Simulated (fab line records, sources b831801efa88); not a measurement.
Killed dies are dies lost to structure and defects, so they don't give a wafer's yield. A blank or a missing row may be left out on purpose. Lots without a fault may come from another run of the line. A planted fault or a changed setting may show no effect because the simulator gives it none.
Chamber matching | flow gf180mcu | GF_V3_CMP_26 on cmp-02: 4 sister chambers
The step polishes, stops on SiO2, t overpolish 15 s, target thk 0 nm. 4 wafers are shown with their chamber, then 7 later ones without.

WAFERS WITH THEIR CHAMBER
wafer  | chamber | time_to_endpoint_s (s)
L255.1 | 2       | 77
L273.6 | 0       | 83
L275.2 | 3       | 86
L275.3 | 1       | 82

WAFERS WITHOUT THEIR CHAMBER
wafer  | time_to_endpoint_s (s)
L275.4 | 87
L276.1 | 84
L276.2 | 84
L276.3 | 81
L277.1 | 85
L277.4 | 88
L277.6 | 86

WHICH CHAMBER EACH WENT THROUGH
wafer  | from the rows above          | in truth
L275.4 | 3                            | 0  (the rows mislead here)
L276.1 | can't be placed: 0 or 1 or 3 | 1
L276.2 | can't be placed: 0 or 1 or 3 | 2
L276.3 | can't be placed: 1 or 0      | 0
L277.1 | can't be placed: 3 or 0 or 1 | 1
L277.4 | 3                            | 3
L277.6 | 3                            | 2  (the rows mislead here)
Placed correctly: 1 of 7. Can't be placed from these rows: 4 (the true chamber is among the candidates in 3). Placed wrongly: 2.
How it was worked out, from the rows above alone: a wafer's distance from a chamber is the root of the sum, over the readings, of the square of ((its reading less the chamber's mean) divided by the reading's scatter). The wafer belongs to the nearest chamber; if the next one is less than 2 further off, it can't be placed. A chamber's mean is the mean of its shown wafers. The scatter: with one shown wafer a chamber, the root of the mean of the squares of how far each hidden wafer lies from its nearest shown one.
